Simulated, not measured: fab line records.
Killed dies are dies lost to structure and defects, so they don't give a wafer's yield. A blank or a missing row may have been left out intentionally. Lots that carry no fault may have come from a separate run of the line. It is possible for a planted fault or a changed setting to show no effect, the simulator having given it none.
fab line records ; flow sky130
record lots=5; wafers=15; last_day=50
route steps=708 shown LDD_HVP@281 LDD_LDN@289 PAD_OPEN@708
lots that met no fault: from a run of the same line without faults
start_h: the number of hours between the record's first day and the start of the first shown wafer of the lot ; wait_h: hours elapsed since this lot's preceding step ; " unchanged from the row above ; L1.1+2: a single row standing in for several wafers ; - either no value or no given start ; * or withheld: withheld ; < > ~ a bound
route shown NAME@n: a module of which the file shows steps, and the number in the route of the first ; usual: average and standard deviation across the fault-free wafers ; same: alike in all rows ; chamber/n: place in a boat ; sites: each site's reading ; _std_site: their standard deviation ; _edge_site: inner sites' mean taken away from outer sites' mean ; radius_mm: for every site, how far away it sits from the centre of the wafer ; mask NAME#n: copy n ; behind: tool/chamber where the wafer was last shaped ; hold: why the lot went on hold/how many hours it stayed there/how the hold came to an end ; device: the n, p or np transistor that did not switch ; end of line: the route-end tests of the same wafers ; for a step that has no rows: nothing shown but its recipe ; killed: dies that structure and defects cost at the first sort, which is not the same as the wafer's yield ; map: per-die view of a wafer (x killed, . not killed, _ where there is no die)
set.NAME: the run value of the setting; set.NAME@STEP: its run value at that earlier step ; model.NAME: the simulator's own value behind a step, which no gauge read
a table for each step, a row for each wafer; lots at some steps of the route
services: when a tool's chamber went out of use (start_h, in hours from the record's first day, below 0 if earlier), for how many hours, and the reason
## steps
# step SKY_LDD_HVP_SOFTBAKE_03
# recipe temp_c=90; time_s=60; resist=NOVOLAK
# step SKY_LDD_HVP_EXPOSE_04
# recipe mask_id=HVPTM; na=0.6; source_shape=conventional; sigma_outer=0.6; polarization=unpolarized; target_cd_nm=700; dose_mj=86
# step SKY_LDD_HVP_PEB_05
# recipe temp_c=withheld; time_s=*; resist=NOVOLAK
# step SKY_LDD_HVP_DEVELOP_06
# recipe resist=NOVOLAK; developer=TMAH; develop_time_s=60; dev_temp_c=23
# step SKY_LDD_HVP_OVL_MEAS_07
# usual LDD_HVP_OVL=-0.2/1.5
lot.wafer;tool;chamber;start_h;wait_h;LDD_HVP_OVL[nm]
L722.2;overlay-02;-;493.63;0.1;-0.9
L722.3;overlay-02;-;493.63;0.1;1.5
L722.5;overlay-02;-;493.63;0.1;0.0
L731.2;overlay-02;-;571.18;0.1;0.5
L731.3;overlay-02;-;571.18;0.1;-0.1
L731.4;overlay-02;-;571.18;0.1;-0.6
L736.4;overlay-02;-;612.72;0.1;1.4
L736.5;overlay-02;-;612.72;0.1;-0.1
L736.6;overlay-02;-;612.72;0.1;0.6
L743.1;overlay-01;-;685.51;0.1;0.9
L743.3;overlay-01;-;685.51;0.1;2.3
L743.6;overlay-01;-;685.51;0.1;1.4
L744.3;overlay-02;-;686.42;0.1;0.3
L744.4;overlay-02;-;686.42;0.1;0.0
L744.6;overlay-02;-;686.42;0.1;0.8
# step SKY_LDD_HVP_IMPLANT_08
# recipe species=B; energy_kev=20; dose_cm2=1.7e+13; tilt_deg=17.9
# step SKY_LDD_HVP_STRIP_09
# recipe chemistry=O2/N2; power_w=1400; pressure_mtorr=1500; platen_temp_c=withheld; o2_flow_sccm=3000; n2_flow_sccm=300; overash_fraction=0.5
# usual drypump_motor_current_A=5.79/0.28; o2_flow_sccm=2999/9.3; oes_product_au=0.408/0.0045; strip_time_to_endpoint_s=4.133/0.015
lot.wafer;tool;chamber;start_h;wait_h;drypump_motor_current_A;o2_flow_sccm;oes_product_au;rf_hours_counter_h;strip_time_to_endpoint_s
L722.2;plasma_asher-04;1;493.81;0.1;5.60;3011;0.405;81;4.138
L722.3;plasma_asher-04;1;493.81;0.1;5.59;3009;0.409;-;4.113
L722.5;plasma_asher-04;0;493.81;0.1;5.43;3007;0.408;-;4.131
L731.2;plasma_asher-04;1;571.36;0.1;5.55;3012;0.407;89;4.136
L731.3;plasma_asher-04;1;571.36;0.1;5.55;3002;0.410;-;4.116
L731.4;plasma_asher-04;0;571.36;0.1;5.41;3006;0.403;-;4.111
L736.4;plasma_asher-01;1;612.92;0.1;6.34;3007;0.409;-;4.122
L736.5;plasma_asher-01;1;612.92;0.1;6.38;3007;0.412;-;4.133
L736.6;plasma_asher-01;0;612.92;0.1;6.16;2984;0.410;-;4.138
L743.1;plasma_asher-03;1;685.69;0.1;5.74;2984;0.404;52;4.149
L743.3;plasma_asher-03;1;685.69;0.1;5.73;3002;0.410;-;4.130
L743.6;plasma_asher-03;1;685.69;0.1;5.73;2994;0.404;-;4.100
L744.3;plasma_asher-03;0;686.62;0.1;5.97;2994;0.415;-;4.122
L744.4;plasma_asher-03;1;686.62;0.1;5.74;3012;0.410;-;4.129
L744.6;plasma_asher-03;1;686.62;0.1;5.74;3014;0.411;-;4.148
# step SKY_LDD_HVP_TW_MEAS_10
# usual LDD_HVP_TW=460/3.2
lot.wafer;tool;chamber;start_h;wait_h;LDD_HVP_TW
L722.2;film_metro-01;-;493.92;0.1;468
L722.3;film_metro-01;-;493.92;0.1;465
L722.5;film_metro-01;-;493.92;0.1;465
L731.2;film_metro-01;-;571.47;0.1;460
L731.3;film_metro-01;-;571.47;0.1;459
L731.4;film_metro-01;-;571.47;0.1;458
L736.4;film_metro-04;-;613.01;0.1;459
L736.5;film_metro-04;-;613.01;0.1;459
L736.6;film_metro-04;-;613.01;0.1;459
L743.1;film_metro-04;-;685.79;0.1;462
L743.3;film_metro-04;-;685.79;0.1;464
L743.6;film_metro-04;-;685.79;0.1;464
L744.3;film_metro-02;-;686.71;0.1;455
L744.4;film_metro-02;-;686.71;0.1;455
L744.6;film_metro-02;-;686.71;0.1;454
# step SKY_LDD_LDN_DEHYDRATE_00
# recipe temp_c=200; time_s=60
# step SKY_LDD_LDN_HMDS_01
# recipe prime_time_s=60; prime_temp_c=120
# step SKY_LDD_LDN_COAT_02
# recipe resist=NOVOLAK; spin_rpm=3000; resist_thk_nm=1140
# step SKY_LDD_LDN_SOFTBAKE_03
# recipe temp_c=90; time_s=60; resist=NOVOLAK
# step SKY_LDD_LDN_EXPOSE_04
# recipe mask_id=LDNTM; na=0.6; source_shape=conventional; sigma_outer=0.6; polarization=unpolarized; target_cd_nm=700; dose_mj=140
lot.wafer;tool;chamber;start_h;wait_h;mask
L722.2+3+5;iline_stepper-01;0;508.93;-;LDNTM#0
L731.2+3+4;iline_stepper-01;0;586.25;-;LDNTM#0
L736.4+5+6;iline_stepper-01;0;627.36;-;LDNTM_R1#0
L743.1+3+6;iline_stepper-01;0;700.16;-;LDNTM#0
L744.3+4+6;iline_stepper-02;0;700.92;-;LDNTM#0
# step SKY_LDD_LDN_PEB_05
# recipe temp_c=withheld; time_s=*; resist=NOVOLAK
# step SKY_PAD_OPEN_PROBE_99
# usual killed_at_M0_to_M3=42/7.4; killed_at_M4_up=3.3/2.1; killed_at_contacts=24/5.3; killed_at_front_end=15/4.5; killed_at_other=0.3/0.57; killed_dies=84/10; killed_on_rim=17/3.8; killed_open=46/7.5; killed_short=38/6.4
# same gross_dies=492; killed_at_back_side=0
lot.wafer;tool;chamber;start_h;wait_h;killed_at_M0_to_M3;killed_at_M4_up;killed_at_contacts;killed_at_front_end;killed_at_other;killed_dies;killed_on_rim;killed_open;killed_short
L731.2;prober-02;-;1126.95;0.1;48;3;21;7;0;79;15;40;39
L731.3;prober-02;-;1127.00;0.2;31;2;29;17;0;79;19;46;33
L731.4;prober-02;-;1127.05;0.2;50;1;18;18;0;87;26;45;42
L736.4;prober-01;-;1155.21;0.2;38;5;27;101;0;171;32;40;43
L736.5;prober-01;-;1155.26;0.2;50;2;24;93;1;170;29;51;33
L736.6;prober-01;-;1155.31;0.2;38;2;25;106;0;171;34;42;41
L743.1;prober-02;-;1195.22;0.1;51;2;18;12;0;83;16;39;44
L743.3;prober-02;-;1195.32;0.2;39;1;22;18;1;81;15;38;42
L743.6;prober-02;-;1195.47;0.2;37;5;36;16;0;94;17;57;37
# killed by level:class
L731.2 METAL2:geometric_particle:short=11 VIA1:geometric_particle:open=9 CONTACT:geometric_particle:open=7 VIA2:geometric_particle:open=7 VIA3:geometric_particle:short=6 LI_CONTACT:geometric_particle:open=5 LOCAL_INTERCONNECT:geometric_particle:short=5 VIA3:geometric_particle:open=5
L731.3 LI_CONTACT:geometric_particle:open=9 CONTACT:geometric_particle:open=8 FIELD_ISO:geometric_particle:open=6 LOCAL_INTERCONNECT:geometric_particle:short=5 VIA2:geometric_particle:open=5 VIA3:geometric_particle:open=5 VIA1:geometric_particle:short=4 POLY_GATE:geometric_particle:short=4
L731.4 VIA1:geometric_particle:open=10 VIA3:geometric_particle:open=8 LI_CONTACT:geometric_particle:open=7 METAL1:geometric_particle:short=7 CONTACT:geometric_particle:open=6 VIA3:geometric_particle:short=5 FIELD_ISO:geometric_particle:short=4 METAL2:geometric_particle:short=4
L736.4 LDD_LDN:area_expose=88 CONTACT:geometric_particle:open=11 VIA1:geometric_particle:short=6 CONTACT:geometric_particle:short=5 VIA3:geometric_particle:open=5 VIA1:geometric_particle:open=5 LI_CONTACT:geometric_particle:short=4 METAL1:geometric_particle:short=4
L736.5 LDD_LDN:area_expose=85 VIA1:geometric_particle:open=11 CONTACT:geometric_particle:open=9 LI_CONTACT:geometric_particle:open=8 METAL2:geometric_particle:short=8 VIA3:geometric_particle:open=6 VIA2:geometric_particle:short=6 VIA2:geometric_particle:open=6
L736.6 LDD_LDN:area_expose=88 VIA1:geometric_particle:open=10 CONTACT:geometric_particle:open=9 METAL2:geometric_particle:short=7 CONTACT:geometric_particle:short=6 LI_CONTACT:geometric_particle:open=5 POLY_GATE:geometric_particle:short=5 POLY_GATE:geometric_particle:open=4
L743.1 VIA3:geometric_particle:open=9 VIA1:geometric_particle:open=8 VIA1:geometric_particle:short=7 CONTACT:geometric_particle:open=6 FIELD_ISO:geometric_particle:short=5 METAL3:geometric_particle:short=5 LI_CONTACT:geometric_particle:open=5 METAL1:geometric_particle:short=5
L743.3 VIA1:geometric_particle:open=10 CONTACT:geometric_particle:short=8 METAL2:geometric_particle:short=8 FIELD_ISO:geometric_particle:short=7 FIELD_ISO:geometric_particle:open=6 LI_CONTACT:geometric_particle:open=5 VIA2:geometric_particle:open=5 CONTACT:geometric_particle:open=4
L743.6 LI_CONTACT:geometric_particle:open=12 CONTACT:geometric_particle:open=10 FIELD_ISO:geometric_particle:open=8 VIA1:geometric_particle:open=8 VIA3:geometric_particle:open=7 LI_CONTACT:geometric_particle:short=5 LOCAL_INTERCONNECT:geometric_particle:open=4 METAL1:geometric_particle:short=4
# map L736.4 (x killed, . not)
__________.........._________
________....x.x......x_______
______..x..........xx..._____
_____xxx...x...x.........____
____xx..x..xx..x..........___
___.xxx..x.x.x.....x.......__
__x..x.x....x.........x....._
_x...x..x.x.x........xx.....x
_xx.......xx.......x...xx..x.
_xx...xx..xxxxx.xx......x..x.
_xx..xx..xxxx.......x...x.x..
_x....x...xx.x..x..xxxxxx....
_x...x.x..xxxx.......x.......
_x.xxxx...xx.x..xxxx.....xx.x
_.xx...xx.xxxx.x.x.x.........
__xx..x.xx....x..xxx.x.x.x.._
___xxx...xx...xxxxx........__
____x...xxxx.xx.x..xx.....___
_____.xxx....x.xx.x......____
______x.x.x.x.xx.x.x..xx_____
________.x.xx...x..x.._______
__________x....x...._________
# map L731.4 (x killed, . not)
__________.........._________
________x..x.......xx._______
______x........xx....x.._____
_____..x..x.............x____
____.xx...........xx......___
___......x....x............__
__x....x................x..._
_.xx..x......x...............
_.........................x..
_............x....xxx....x...
_....x.....x......x.....x....
_..xx....x....x..x...x......x
_xx.....x.............x.....x
_x.x...x...................x.
_x..x.x.x........x.x.......xx
__.....x.x...............x.x_
___x..........x.x..x.......__
____.x..x.....x..x.....xx.___
_____....x.x....x.....x..____
______..x..x.....xxx..x._____
________x......x......_______
__________....xx..x._________
## services
tool;chamber;start_h;hours;kind
plasma_asher-04;-;471.02;2.8;pm
iline_stepper-02;0;538.34;-;calibration
iline_stepper-01;-;549.96;1.7;pm
iline_stepper-01;0;571.09;-;calibration
iline_stepper-02;-;571.78;6.2;repair
plasma_asher-03;-;594.60;5.3;repair
iline_stepper-02;-;601.36;10.4;repair
iline_stepper-02;-;611.75;1.7;pm
iline_stepper-02;-;634.35;8.9;pm
plasma_asher-01;-;637.24;0.8;repair
iline_stepper-02;-;683.11;2.1;pm
iline_stepper-02;-;685.19;-;consumable_replace:lamp
## key
first_sign step=SKY_LDD_LDN_EXPOSE_04; reading=mask; direction=changed
effect step=SKY_PAD_OPEN_PROBE_99; reading=killed_at_front_end; direction=up; sigmas=19; usual=15; struck=100
more_kills_born_at SKY_LDD_LDN_EXPOSE_04@iline_stepper-01=261
met_at SKY_LDD_LDN_EXPOSE_04
struck_wafers L736.4,L736.5,L736.6
tester_left_out L736
onset_between 586.25 627.36
fault kind=wrong_mask; tool=any; chamber=-; onset_h=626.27; steps=SKY_LDD_LDN_EXPOSE_04; aux_copy=LDNTM_R1#0; cd_offset_nm=105; scope=struck_lots_only
# tester_left_out: of these lots the tester's yield and bins aren't shown, on N5 and GAA mostly nor the transistor test; their killed dies are dies lost to structure and defects alone, not to doping, threshold or leakage, so they don't give the yield
